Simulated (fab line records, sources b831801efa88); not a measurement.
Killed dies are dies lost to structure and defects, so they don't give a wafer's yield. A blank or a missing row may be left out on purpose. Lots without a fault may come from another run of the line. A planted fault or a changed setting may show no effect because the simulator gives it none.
fab line records | flow sky130
record lots=6 wafers=18 last_day=50
route steps=708 shown CONTACT@411 PAD_OPEN@708
lots that met no fault: from a run of the same line without faults
start_h: hours from the record's first day to the start of the lot's first wafer shown | wait_h: hours since the lot's step before | " the same as in the row above | L1.1+2: a row that stands for several wafers | - no value, or no start given | * or withheld: withheld | < > ~ a bound
route shown NAME@n: a module of which the file shows steps, and the number in the route of the first | usual: mean/standard deviation of fault-free wafers | same: alike in all rows | chamber/n: place in a boat | sites: the reading at each site | _std_site: their standard deviation | _edge_site: outer sites' mean less inner sites' | radius_mm: how far each site lies from the wafer's centre | mask NAME#n: copy n | behind: the tool/chamber that last shaped the wafer | hold: why the lot was held/for how many hours/how that ended | device: the transistor (n, p or np) that didn't switch | end of line: the same wafers' tests at the end of the route | a step without rows: its recipe alone | killed: dies lost to structure and defects at the first sort, not the wafer's yield | map: a wafer's dies, x killed, . not, _ none there
set.NAME: the setting as run; set.NAME@STEP: as run at that earlier step | model.NAME: the simulator's own value behind a step, which no gauge read
lots at some steps of the route; a table a step, a row a wafer
services: from which hour (start_h, from the record's first day; less than 0 if before it) a tool's chamber was out of use, for how many hours, and why
## steps
# step SKY_CONTACT_BOW_MEAS_05
# recipe mode=bow
# usual CONTACT_BOW=82/7.5
# columns lot.wafer tool chamber start_h wait_h CONTACT_BOW[um]
L253.1 film_metro-04 - 730.87 0.2 88
L253.3 " - " " 89
L253.4 " - " " 85
L259.3 film_metro-01 - 777.61 0.2 83
L259.4 " - " " 74
L259.5 " - " " 83
L260.1 film_metro-04 - 784.79 0.1 81
L260.4 " - " " 72
L260.6 " - " " 76
L267.2 film_metro-04 - 840.05 0.2 78
L267.3 " - " " 76
L267.6 " - " " 67
L269.3 film_metro-04 - 863.12 0.1 74
L269.4 " - " " 87
L269.5 " - " " 80
L270.2 film_metro-02 - 878.04 0.1 91
L270.3 " - " " 92
L270.5 " - " " 83
# step SKY_CONTACT_DEHYDRATE_06
# recipe temp_c=200 time_s=60
# step SKY_CONTACT_HMDS_07
# recipe prime_time_s=60 prime_temp_c=120
# step SKY_CONTACT_COAT_08
# recipe resist=BARC temp_c=withheld time_s=withheld spin_rpm=3000 resist_thk_nm=60
# step SKY_CONTACT_COAT_09
# recipe resist=KrF-thick spin_rpm=3000 resist_thk_nm=450
# step SKY_CONTACT_SOFTBAKE_10
# recipe temp_c=100 time_s=90 resist=KrF-thick
# step SKY_CONTACT_EXPOSE_11
# recipe mask_id=CTM1 na=0.8 source_shape=annular sigma_inner=0.55 sigma_outer=0.85 target_cd_nm=170 dose_mj=38
# step SKY_CONTACT_PEB_12
# recipe peb_temp_c=withheld peb_time_s=withheld resist=KrF-thick
# step SKY_CONTACT_DEVELOP_13
# recipe develop_time_s=60 resist=KrF-thick dev_temp_c=21
# step SKY_CONTACT_CD_MEAS_14
# recipe target_cd_nm=170
# usual cd_nm=170.0/1.3
# columns lot.wafer tool chamber start_h wait_h cd_nm
L253.1 cd_sem-01 - 758.64 - 170.1
L253.3 " - " " 171.8
L253.4 " - " " 170.6
L259.3 cd_sem-02 - 803.67 - 169.6
L259.4 " - " " 168.1
L259.5 " - " " 169.9
L260.1 cd_sem-01 - 811.48 - 168.3
L260.4 " - " " 168.6
L260.6 " - " " 170.2
L267.2 cd_sem-01 - 865.66 - 169.8
L267.3 " - " " 170.3
L267.6 " - " " 169.9
L269.3 cd_sem-01 - 888.38 - 171.8
L269.4 " - " " 171.8
L269.5 " - " " 171.4
L270.2 cd_sem-01 - 902.91 - 170.6
L270.3 " - " " 171.1
L270.5 " - " " 170.0
# step SKY_CONTACT_OVL_MEAS_15
# usual CONTACT_OVL=-1/5.5
# columns lot.wafer tool chamber start_h wait_h CONTACT_OVL[nm]
L253.1 overlay-02 - 758.76 0.1 -11
L253.3 " - " " -9
L253.4 " - " " -10
L259.3 overlay-02 - 803.76 0.1 5
L259.4 " - " " 2
L259.5 " - " " 4
L260.1 overlay-01 - 811.60 0.1 -3
L260.4 " - " " -2
L260.6 " - " " -4
L267.2 overlay-01 - 865.76 0.1 0
L267.3 " - " " -1
L267.6 " - " " 1
L269.3 overlay-02 - 888.47 0.1 3
L269.4 " - " " 0
L269.5 " - " " 5
L270.2 overlay-01 - 903.02 0.1 -13
L270.3 " - " " -9
L270.5 " - " " -10
# step SKY_CONTACT_ETCH_16
# recipe chemistry=N2/H2 target=BARC ion_energy_ev=200 source_w=500 bias_w=100 pressure_mtorr=30 n2_flow_sccm=100 h2_flow_sccm=200 stop_on=SiO2 time_s=45.9 target_depth_a=600
# usual bias_w=99.99/0.28 chamber_pressure_mTorr=30.001/0.027 drypump_motor_current_A=5.7/0.33 n2_flow_sccm=100.00/0.29 oes_product_au=0.855/0.0047 throttle_valve_pct=13.226/0.0097
# same time_s=45.9
# columns lot.wafer tool chamber start_h wait_h bias_w chamber_pressure_mTorr drypump_motor_current_A n2_flow_sccm oes_product_au rf_hours_counter_h throttle_valve_pct
L253.1 rie_diel-03 2 758.79 0.0 99.97 30.022 6.4 99.62 0.849 5 13.224
L253.3 " 1 " " 99.43 29.995 5.9 100.19 0.854 21 13.244
L253.4 " 0 " " 100.19 29.998 5.6 100.19 0.853 12 13.222
L259.3 rie_diel-03 0 803.79 0.0 100.38 29.980 5.6 99.58 0.863 13 13.236
L259.4 " 2 " " 100.64 30.017 6.3 99.52 0.858 6 13.226
L259.5 " 2 " " 100.49 29.996 6.4 99.55 0.846 - 13.255
L260.1 rie_diel-02 1 811.64 0.0 99.70 29.993 5.7 99.67 0.860 17 13.226
L260.4 " 0 " " 99.82 29.994 5.5 99.92 0.854 27 13.231
L260.6 " 2 " " 100.33 30.000 6.0 100.41 0.851 - 13.251
L267.2 rie_diel-01 2 865.79 0.0 100.05 30.027 6.2 100.05 0.855 25 13.231
L267.3 " 3 " " 100.12 30.021 5.7 100.03 0.854 10 13.223
L267.6 " 3 " " 100.03 29.974 5.7 99.60 0.854 - 13.220
L269.3 rie_diel-01 3 888.49 0.0 99.69 29.964 5.7 100.63 0.845 11 13.236
L269.4 " 0 " " 99.85 29.954 5.5 99.82 0.855 12 13.208
L269.5 " 1 " " 100.11 29.978 5.1 100.02 0.855 - 13.234
L270.2 rie_diel-03 0 903.05 0.0 100.09 30.013 5.6 99.82 0.857 16 13.234
L270.3 " 1 " " 99.77 30.033 5.9 100.28 0.854 25 13.228
L270.5 " 2 " " 100.46 29.974 6.3 100.22 0.857 - 13.217
# step SKY_CONTACT_ETCH_17
# recipe target=SiO2 chemistry=C4F8/O2/Ar stop_on=Si3N4 mask_material=KrF-thick source_w=1500 bias_w=1200 pressure_mtorr=40 c4f8_flow_sccm=withheld O2_flow_sccm=6 Ar_flow_sccm=300 time_s=withheld target_depth_a=3400
# usual bias_w=1200/3.5 chamber_pressure_mTorr=40.00/0.04 oes_product_au=0.892/0.0044
# columns lot.wafer tool chamber start_h wait_h bias_w chamber_pressure_mTorr oes_product_au model.KrF-thick_of_CONTACT_COAT_09.thk_nm
L253.1 rie_diel-03 2 758.83 0.0 1201 39.97 0.887 327.2
L253.3 " 1 " " 1201 40.06 0.895 326.2
L253.4 " 0 " " 1197 39.97 0.897 327.7
L259.3 rie_diel-03 0 803.83 0.0 - - - 390.3
L259.4 " 2 " " - - - 389.3
L259.5 " 2 " " - - - 390.6
L260.1 rie_diel-02 1 811.68 0.0 - - - 393.9
L260.4 " 0 " " - - - 393
L260.6 " 2 " " - - - 393.7
L267.2 rie_diel-01 2 865.84 0.0 1199 39.96 0.883 326.8
L267.3 " 3 " " 1198 40.06 0.891 326.6
L267.6 " 3 " " 1197 40.06 0.889 327
L269.3 rie_diel-01 3 888.54 0.0 1191 39.99 0.892 328.3
L269.4 " 0 " " 1198 39.93 0.897 326.7
L269.5 " 1 " " 1195 39.99 0.894 324.9
L270.2 rie_diel-03 0 903.09 0.0 1202 40.01 0.894 328.9
L270.3 " 1 " " 1202 40.00 0.885 327.5
L270.5 " 2 " " 1192 39.99 0.891 328.1
# step SKY_CONTACT_ETCH_18
# recipe target=Si3N4 chemistry=CHF3/O2 stop_on=TiN source_w=600 bias_w=200 pressure_mtorr=40 chf3_flow_sccm=50 O2_flow_sccm=5 time_s=39 target_depth_a=750
# usual O2_flow_sccm=5.001/0.015 bias_w=199.9/0.55 drypump_motor_current_A=5.7/0.33 oes_product_au=0.855/0.0082 throttle_valve_pct=8.793/0.009
# same time_s=39
# columns lot.wafer tool chamber start_h wait_h O2_flow_sccm bias_w drypump_motor_current_A oes_product_au rf_hours_counter_h throttle_valve_pct model.KrF-thick_of_CONTACT_COAT_09.thk_nm
L253.1 rie_diel-03 2 - - 5.012 200.1 6.3 0.846 5 8.789 243.6
L253.3 " 1 " " 4.986 200.1 5.9 0.845 21 8.799 241.5
L253.4 " 0 " " 5.020 200.3 5.6 0.849 12 8.778 243.3
L259.3 rie_diel-03 0 - - 5.028 200.9 5.6 0.377 13 8.672 306.5
L259.4 " 2 " " 4.988 199.6 6.3 0.373 6 8.667 304
L259.5 " 2 " " 4.971 199.9 6.3 0.381 - 8.662 306.1
L260.1 rie_diel-02 1 - - 5.014 199.1 5.7 0.374 17 8.681 309
L260.4 " 0 " " 5.001 200.0 5.5 0.379 27 8.661 307.8
L260.6 " 2 " " 5.005 199.7 6.0 0.377 - 8.684 309.9
L267.2 rie_diel-01 2 - - 5.004 200.6 6.2 0.857 25 8.792 241.5
L267.3 " 3 " " 4.985 199.8 5.7 0.851 10 8.813 241.4
L267.6 " 3 " " 4.978 199.7 5.7 0.865 - 8.796 242.2
L269.3 rie_diel-01 3 - - 4.998 200.3 5.6 0.854 11 8.787 243.6
L269.4 " 0 " " 5.010 200.6 5.5 0.866 12 8.801 240.9
L269.5 " 1 " " 5.009 199.9 5.1 0.858 - 8.799 240
L270.2 rie_diel-03 0 - - 4.991 200.6 5.6 0.850 16 8.797 244.9
L270.3 " 1 " " 5.001 200.3 5.9 0.856 25 8.807 244
L270.5 " 2 " " 5.019 199.6 6.3 0.847 - 8.802 244.4
# step SKY_CONTACT_STRIP_19
# recipe chemistry=O2/N2 power_w=1400 pressure_mtorr=1500 platen_temp_c=withheld o2_flow_sccm=3000 n2_flow_sccm=300 overash_fraction=0.5
# usual drypump_motor_current_A=5.7/0.4 n2_flow_sccm=300.0/0.88 oes_product_au=0.381/0.0047 strip_time_to_endpoint_s=3.618/0.022
# columns lot.wafer tool chamber start_h wait_h drypump_motor_current_A n2_flow_sccm oes_product_au rf_hours_counter_h strip_time_to_endpoint_s
L253.1 plasma_asher-02 1 758.92 - 6.1 301.3 0.381 61 3.609
L253.3 " 0 " " 5.2 300.3 0.380 - 3.603
L253.4 " 1 " " 6.1 301.3 0.375 - 3.613
L259.3 plasma_asher-03 1 803.95 - 5.2 300.5 0.412 - 4.309
L259.4 " 0 " " 6.2 299.3 0.404 - 4.249
L259.5 " 1 " " 5.2 297.6 0.406 - 4.275
L260.1 plasma_asher-04 1 811.77 - 5.8 299.1 0.407 38 4.319
L260.4 " 0 " " 5.7 299.9 0.402 - 4.302
L260.6 " 0 " " 5.7 299.9 0.415 - 4.332
L267.2 plasma_asher-04 0 865.93 - 5.7 300.5 0.381 43 3.608
L267.3 " 1 " " 5.7 300.3 0.378 - 3.598
L267.6 " 0 " " 5.7 299.4 0.387 - 3.618
L269.3 plasma_asher-03 0 888.66 - 6.2 299.0 0.382 - 3.627
L269.4 " 1 " " 5.2 299.5 0.379 - 3.595
L269.5 " 0 " " 6.2 301.6 0.377 - 3.588
L270.2 plasma_asher-02 1 903.18 - 6.1 302.1 0.385 75 3.669
L270.3 " 0 " " 5.3 299.7 0.385 - 3.648
L270.5 " 0 " " 5.2 299.8 0.377 - 3.618
# step SKY_CONTACT_STRIP_20
# recipe chemistry=post_etch_residue_remover time_s=1200 temp_c=72.5
# step SKY_PAD_OPEN_PROBE_99
# usual killed_at_M0_to_M3=44/7.2 killed_at_M4_up=3.1/1.7 killed_at_contacts=25/5.1 killed_at_front_end=14/4.6 killed_at_other=0.3/0.59 killed_dies=86/9.6 killed_on_rim=17/4.1 killed_open=47/7.4 killed_short=39/6
# same gross_dies=492 killed_at_back_side=0
# columns lot.wafer tool chamber start_h wait_h hold killed_at_M0_to_M3 killed_at_M4_up killed_at_contacts killed_at_front_end killed_at_other killed_dies killed_on_rim killed_open killed_short
L253.1 prober-01 - 1089.60 0.1 - 42 4 22 10 1 79 15 38 41
L253.3 prober-01 - 1089.70 0.2 - 48 3 18 10 0 79 16 43 36
L253.4 prober-01 - 1089.75 0.2 - 41 8 23 13 2 87 16 47 40
L259.3 prober-02 - 1125.90 0.2 await_dispo/2.9h/scrap 237 63 124 15 53 492 96 55 38
L259.4 prober-02 - 1125.95 0.2 await_dispo/2.9h/scrap 224 68 122 16 62 492 96 44 33
L259.5 prober-02 - 1126.00 0.2 await_dispo/2.9h/scrap 211 75 128 19 59 492 96 49 37
L260.1 prober-01 - 1131.31 0.1 await_dispo/3.6h/scrap 233 63 114 16 66 492 96 59 41
L260.4 prober-01 - 1131.46 0.2 await_dispo/3.6h/scrap 229 51 111 24 77 492 96 48 46
L260.6 prober-01 - 1131.56 0.2 await_dispo/3.6h/scrap 209 66 132 25 60 492 96 59 35
L267.2 prober-02 - 1167.76 0.1 - 44 3 31 13 1 92 17 51 41
L267.3 prober-02 - 1167.81 0.2 - 52 2 19 18 0 91 24 46 45
L267.6 prober-02 - 1167.96 0.2 - 46 4 22 14 1 87 21 47 40
L269.3 prober-02 - 1183.10 0.2 - 41 6 34 18 0 99 16 56 43
L269.4 prober-02 - 1183.15 0.2 - 42 5 26 15 0 88 15 52 36
L269.5 prober-02 - 1183.20 0.2 - 51 6 22 15 0 94 20 49 45
L270.2 prober-01 - 1194.20 0.1 - 50 2 22 15 0 89 14 54 35
L270.3 prober-01 - 1194.25 0.2 - 59 1 30 8 1 99 12 62 37
L270.5 prober-01 - 1194.35 0.2 - 40 2 25 14 0 81 14 42 39
# killed by level:class
L253.1 VIA1:geometric_particle:open=9 METAL1:geometric_particle:short=9 METAL2:geometric_particle:short=8 LI_CONTACT:geometric_particle:open=6 LOCAL_INTERCONNECT:geometric_particle:short=6 VIA3:geometric_particle:open=5 FIELD_ISO:geometric_particle:open=4 CONTACT:geometric_particle:open=4
L253.3 VIA1:geometric_particle:open=10 LOCAL_INTERCONNECT:geometric_particle:short=7 VIA3:geometric_particle:open=7 VIA2:geometric_particle:open=7 CONTACT:geometric_particle:open=6 METAL3:geometric_particle:short=5 METAL2:geometric_particle:short=5 FIELD_ISO:geometric_particle:open=4
L253.4 VIA3:geometric_particle:open=11 CONTACT:geometric_particle:open=8 VIA1:geometric_particle:open=7 LOCAL_INTERCONNECT:geometric_particle:short=6 METAL4:geometric_particle:short=6 FIELD_ISO:geometric_particle:open=4 POLY_CUT:geometric_particle:open=4 LI_CONTACT:geometric_particle:open=4
L259.3 CONTACT:area_etch=95 VIA3:area_expose=39 VIA4:area_expose=37 METAL2:area_expose=37 CAPM:area_expose=34 VIA1:area_expose=34 METAL3:area_expose=31 VIA2:area_expose=26
L259.4 CONTACT:area_etch=97 METAL2:area_expose=36 VIA4:area_expose=36 METAL1:area_expose=35 VIA3:area_expose=33 VIA1:area_expose=31 CAPM:area_expose=31 CAP2M:area_expose=31
L259.5 CONTACT:area_etch=95 VIA4:area_expose=42 VIA3:area_expose=35 VIA2:area_expose=33 METAL4:area_expose=31 VIA1:area_expose=31 METAL2:area_expose=29 CAPM:area_expose=29
L260.1 CONTACT:area_etch=85 METAL4:area_expose=37 CAPM:area_expose=33 METAL2:area_expose=33 CAP2M:area_expose=32 METAL3:area_expose=32 METAL1:area_expose=32 VIA3:area_expose=29
L260.4 CONTACT:area_etch=87 CAP2M:area_expose=42 VIA2:area_expose=36 CAPM:area_expose=33 VIA3:area_expose=33 VIA1:area_expose=31 METAL2:area_expose=30 METAL1:area_expose=29
L260.6 CONTACT:area_etch=110 CAP2M:area_expose=33 VIA1:area_expose=33 METAL4:area_expose=33 VIA4:area_expose=31 VIA2:area_expose=31 VIA3:area_expose=29 METAL3:area_expose=27
L267.2 CONTACT:geometric_particle:open=11 LI_CONTACT:geometric_particle:open=9 VIA2:geometric_particle:open=8 CONTACT:geometric_particle:short=6 VIA1:geometric_particle:short=6 METAL2:geometric_particle:short=5 METAL1:geometric_particle:short=5 VIA1:geometric_particle:open=5
L267.3 VIA1:geometric_particle:open=17 CONTACT:geometric_particle:open=11 METAL3:geometric_particle:short=9 METAL2:geometric_particle:short=5 FIELD_ISO:geometric_particle:open=4 POLY_GATE:geometric_particle:short=4 CONTACT:geometric_particle:short=4 VIA1:geometric_particle:short=4
L267.6 VIA1:geometric_particle:open=13 LI_CONTACT:geometric_particle:open=8 VIA2:geometric_particle:open=8 VIA3:geometric_particle:open=6 METAL2:geometric_particle:short=5 VIA3:geometric_particle:short=5 FIELD_ISO:geometric_particle:open=4 CONTACT:geometric_particle:short=4
L269.3 CONTACT:geometric_particle:open=13 VIA1:geometric_particle:open=9 FIELD_ISO:geometric_particle:open=7 LI_CONTACT:geometric_particle:open=7 LOCAL_INTERCONNECT:geometric_particle:short=7 VIA3:geometric_particle:short=6 FIELD_ISO:geometric_particle:short=5 CONTACT:geometric_particle:short=5
L269.4 LI_CONTACT:geometric_particle:open=9 VIA1:geometric_particle:open=7 VIA2:geometric_particle:open=7 FIELD_ISO:geometric_particle:open=6 CONTACT:geometric_particle:short=5 METAL1:geometric_particle:open=5 METAL4:geometric_particle:short=5 METAL1:geometric_particle:short=4
L269.5 CONTACT:geometric_particle:open=13 VIA1:geometric_particle:open=12 VIA3:geometric_particle:open=7 FIELD_ISO:geometric_particle:short=6 METAL2:geometric_particle:short=6 VIA3:geometric_particle:short=6 CONTACT:geometric_particle:short=5 METAL1:geometric_particle:short=5
L270.2 VIA1:geometric_particle:open=19 LI_CONTACT:geometric_particle:open=7 POLY_GATE:geometric_particle:open=6 CONTACT:geometric_particle:open=6 VIA1:geometric_particle:short=6 VIA2:geometric_particle:open=5 LOCAL_INTERCONNECT:geometric_particle:short=4 VIA3:geometric_particle:open=4
L270.3 CONTACT:geometric_particle:open=12 VIA1:geometric_particle:open=10 VIA2:geometric_particle:open=10 LI_CONTACT:geometric_particle:open=9 VIA3:geometric_particle:open=9 METAL2:geometric_particle:short=7 VIA1:geometric_particle:short=4 VIA3:geometric_particle:short=4
L270.5 CONTACT:geometric_particle:open=9 METAL1:geometric_particle:short=7 LI_CONTACT:geometric_particle:open=6 VIA3:geometric_particle:open=6 VIA1:geometric_particle:open=6 VIA2:geometric_particle:open=6 FIELD_ISO:geometric_particle:open=5 VIA1:geometric_particle:short=5
# map L259.3 (x killed, . not)
__________xxxxxxxxxx_________
________xxxxxxxxxxxxxx_______
______xxxxxxxxxxxxxxxxxx_____
_____xxxxxxxxxxxxxxxxxxxx____
____xxxxxxxxxxxxxxxxxxxxxx___
___xxxxxxxxxxxxxxxxxxxxxxxx__
__xxxxxxxxxxxxxxxxxxxxxxxxxx_
_xxxxxxxxxxxxxxxxxxxxxxxxxxxx
_xxxxxxxxxxxxxxxxxxxxxxxxxxxx
_xxxxxxxxxxxxxxxxxxxxxxxxxxxx
_xxxxxxxxxxxxxxxxxxxxxxxxxxxx
_xxxxxxxxxxxxxxxxxxxxxxxxxxxx
_xxxxxxxxxxxxxxxxxxxxxxxxxxxx
_xxxxxxxxxxxxxxxxxxxxxxxxxxxx
_xxxxxxxxxxxxxxxxxxxxxxxxxxxx
__xxxxxxxxxxxxxxxxxxxxxxxxxx_
___xxxxxxxxxxxxxxxxxxxxxxxx__
____xxxxxxxxxxxxxxxxxxxxxx___
_____xxxxxxxxxxxxxxxxxxxx____
______xxxxxxxxxxxxxxxxxx_____
________xxxxxxxxxxxxxx_______
__________xxxxxxxxxx_________
# map L260.1 (x killed, . not)
__________xxxxxxxxxx_________
________xxxxxxxxxxxxxx_______
______xxxxxxxxxxxxxxxxxx_____
_____xxxxxxxxxxxxxxxxxxxx____
____xxxxxxxxxxxxxxxxxxxxxx___
___xxxxxxxxxxxxxxxxxxxxxxxx__
__xxxxxxxxxxxxxxxxxxxxxxxxxx_
_xxxxxxxxxxxxxxxxxxxxxxxxxxxx
_xxxxxxxxxxxxxxxxxxxxxxxxxxxx
_xxxxxxxxxxxxxxxxxxxxxxxxxxxx
_xxxxxxxxxxxxxxxxxxxxxxxxxxxx
_xxxxxxxxxxxxxxxxxxxxxxxxxxxx
_xxxxxxxxxxxxxxxxxxxxxxxxxxxx
_xxxxxxxxxxxxxxxxxxxxxxxxxxxx
_xxxxxxxxxxxxxxxxxxxxxxxxxxxx
__xxxxxxxxxxxxxxxxxxxxxxxxxx_
___xxxxxxxxxxxxxxxxxxxxxxxx__
____xxxxxxxxxxxxxxxxxxxxxx___
_____xxxxxxxxxxxxxxxxxxxx____
______xxxxxxxxxxxxxxxxxx_____
________xxxxxxxxxxxxxx_______
__________xxxxxxxxxx_________
## services
# columns tool chamber start_h hours kind
rie_diel-01 2 737.68 3.0 repair
plasma_asher-04 - 740.30 0.8 repair
rie_diel-01 - 747.33 0.3 repair
rie_diel-01 - 763.05 0.5 repair
rie_diel-01 - 808.38 2.8 pm
rie_diel-01 0 812.68 1.4 repair
rie_diel-03 1 814.03 10.9 repair
rie_diel-03 2 815.28 19.9 repair
rie_diel-02 2 817.34 3.7 repair
rie_diel-02 1 842.27 3.7 repair
rie_diel-03 3 846.48 13.8 repair
rie_diel-02 2 848.65 2.1 repair
plasma_asher-04 - 860.75 1.0 repair
rie_diel-02 0 861.06 7.7 repair
rie_diel-02 0 868.80 - clean
rie_diel-02 0 868.80 25.3 scheduled_down
rie_diel-02 0 868.80 25.3 vent_cycle
rie_diel-02 - 874.58 0.8 repair
rie_diel-01 2 900.28 6.2 repair
## key
first_sign step=SKY_CONTACT_ETCH_17 reading=tool_record direction=missing
effect step=SKY_CONTACT_ETCH_18 reading=oes_product_au direction=down sigmas=58 usual=0.855 struck=0.377
effect step=SKY_CONTACT_STRIP_19 reading=strip_time_to_endpoint_s direction=up sigmas=31 usual=* struck=*
effect step=SKY_PAD_OPEN_PROBE_99 reading=killed_at_other direction=up sigmas=62 usual=0.3 struck=62.8
model_effect step=SKY_CONTACT_ETCH_17 value=KrF-thick_of_CONTACT_COAT_09.thk_nm without=327 struck=391.8
model_effect step=SKY_CONTACT_ETCH_18 value=KrF-thick_of_CONTACT_COAT_09.thk_nm without=242.4 struck=307.2
more_kills_born_at SKY_CONTACT_ETCH_17@rie_diel-03=287 SKY_CONTACT_ETCH_17@rie_diel-02=282
met_at SKY_CONTACT_ETCH_17
struck_wafers L259.3,L259.4,L259.5,L260.1,L260.4,L260.6
later_rows_left_out L259.3,L259.4,L259.5,L260.1,L260.4,L260.6
tester_left_out L259,L260
onset_between 758.83 803.83
fault kind=skipped_step_whole tool=rie_diel-02,rie_diel-03 chamber=- onset_h=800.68 steps=SKY_CONTACT_ETCH_17 scope=struck_lots_only
# tester_left_out: of these lots the tester's yield and bins aren't shown, on N5 and GAA mostly nor the transistor test; their killed dies are dies lost to structure and defects alone, not to doping, threshold or leakage, so they don't give the yield
# later_rows_left_out: the simulator's readings of these wafers behind a module that went badly wrong aren't trusted and aren't shown, but for the sort
